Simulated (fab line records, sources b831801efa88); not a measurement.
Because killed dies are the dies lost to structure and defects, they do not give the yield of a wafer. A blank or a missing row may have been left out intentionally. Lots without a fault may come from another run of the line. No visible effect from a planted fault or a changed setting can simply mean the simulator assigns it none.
Split-lot study | flow sky130 | 23 wafers read from 5 lots, route of 708 steps

## THE SPLIT ITSELF
At SKY_VT_ADJUST_HVTR_DEVELOP_06 (develop time 60 s), the setting develop_time_s was moved away from the recipe's 60 s on 9 of the 23 wafers read, by -5.3% to +12.8%. For the rest of the wafers, this setting stayed at what the recipe calls for.

The file shows no step between the split and the reading.

## THE READING
cd_nm at SKY_VT_ADJUST_HVTR_CD_MEAS_07, given in nm (cd target 380 nm). Fault-free wafers of this fab line usually give 380.5 nm, standard deviation 2.7 nm.

wafer  | tool, chamber at the split | develop_time_s as run, s | against the recipe | cd_nm, nm | against lot-mates on the recipe
L076.1 | litho_track-02, 0          | 60                       | recipe             | 383.6     | -
L076.3 | litho_track-02, 0          | 60                       | recipe             | 384.0     | -
L076.4 | litho_track-02, 0          | 62.5                     | +4.2%              | 387.0     | +3.2
L076.5 | litho_track-02, 0          | 62.5                     | +4.2%              | 388.8     | +5.0
L076.6 | litho_track-02, 0          | 62.5                     | +4.2%              | 390.6     | +6.8
L077.1 | litho_track-04, 0          | 60                       | recipe             | 385.1     | -
L077.2 | litho_track-04, 0          | 63.06                    | +5.1%              | 386.2     | +0.9
L077.3 | litho_track-04, 0          | 60                       | recipe             | 384.9     | -
L077.4 | litho_track-04, 0          | 60                       | recipe             | 385.8     | -
L077.5 | litho_track-04, 0          | 63.06                    | +5.1%              | 389.9     | +4.6
L079.1 | litho_track-02, 0          | 60                       | recipe             | 377.5     | -
L079.2 | litho_track-02, 0          | 67.68                    | +12.8%             | 388.7     | +10.2
L079.3 | litho_track-02, 0          | 67.68                    | +12.8%             | 389.3     | +10.8
L079.5 | litho_track-02, 0          | 60                       | recipe             | 377.6     | -
L079.6 | litho_track-02, 0          | 60                       | recipe             | 380.5     | -
L081.1 | litho_track-02, 0          | 60                       | recipe             | 376.6     | -
L081.2 | litho_track-02, 0          | 60                       | recipe             | 377.0     | -
L081.5 | litho_track-02, 0          | 60                       | recipe             | 379.2     | -
L084.2 | litho_track-04, 0          | 56.81                    | -5.3%              | 377.8     | -4.6
L084.3 | litho_track-04, 0          | 60                       | recipe             | 383.3     | -
L084.4 | litho_track-04, 0          | 56.81                    | -5.3%              | 376.8     | -5.6
L084.5 | litho_track-04, 0          | 60                       | recipe             | 381.8     | -
L084.6 | litho_track-04, 0          | 60                       | recipe             | 382.0     | -

THE FIT
A straight line over all 23 wafers: cd_nm changes by +0.774 nm for each +1% of develop_time_s; r = +0.73; the points scatter about the line by 3.3 nm.
The same after taking each lot's own level away (the mean of its wafers on the recipe; 23 wafers): +0.847 nm for each +1%; r = +0.94; scatter 1.3 nm.
On that fit, the largest move of develop_time_s shifts the reading by 11 nm.
The span of the lots' own levels, 377.60 to 385.27 nm, comes to 2.8 times the standard deviation stated above.
So the lot-to-lot level blurs the effect unless lot-mates are compared.
Check: +11.1 nm against its lot-mates is what the line predicts for one of the wafers moved furthest among these (+12.8%) when that wafer is left out of the fit. Against them it came out at +10.2 nm.

## OTHER SPLITS APPLIED TO THESE WAFERS
Note: prior to the reading, these wafers also went through further splits. Each is held against what the fit with the lots' levels taken away leaves over:
other split on the same wafers                | wafers away from the commonest value | r with cd_nm (lot level and that fit taken away)
SKY_FIELD_ISO_OXIDATION_01 ox_time_s          | 15                                   | +0.10
SKY_FIELD_ISO_STRIP_16 power_w                | 8                                    | -0.12
SKY_FIELD_ISO_OXIDATION_22 ox_time_s          | 10                                   | +0.00
SKY_DNWELL_COAT_02 resist_thk_nm              | 9                                    | -0.03
SKY_NWELL_IMPLANT_13 energy_kev               | 6                                    | -0.47
SKY_NWELL_SOFTBAKE_19 temp_c                  | 12                                   | +0.20
SKY_NWELL_IMPLANT_24 energy_kev               | 8                                    | +0.14
SKY_VT_ADJUST_NCORE_COAT_02 spin_rpm          | 9                                    | +0.01
SKY_VT_ADJUST_NCORE_DEVELOP_06 develop_time_s | 11                                   | +0.29

## THE FILE'S OWN FIT
cd_nm changes by +0.833 nm for each +1% of develop_time_s, r = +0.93.
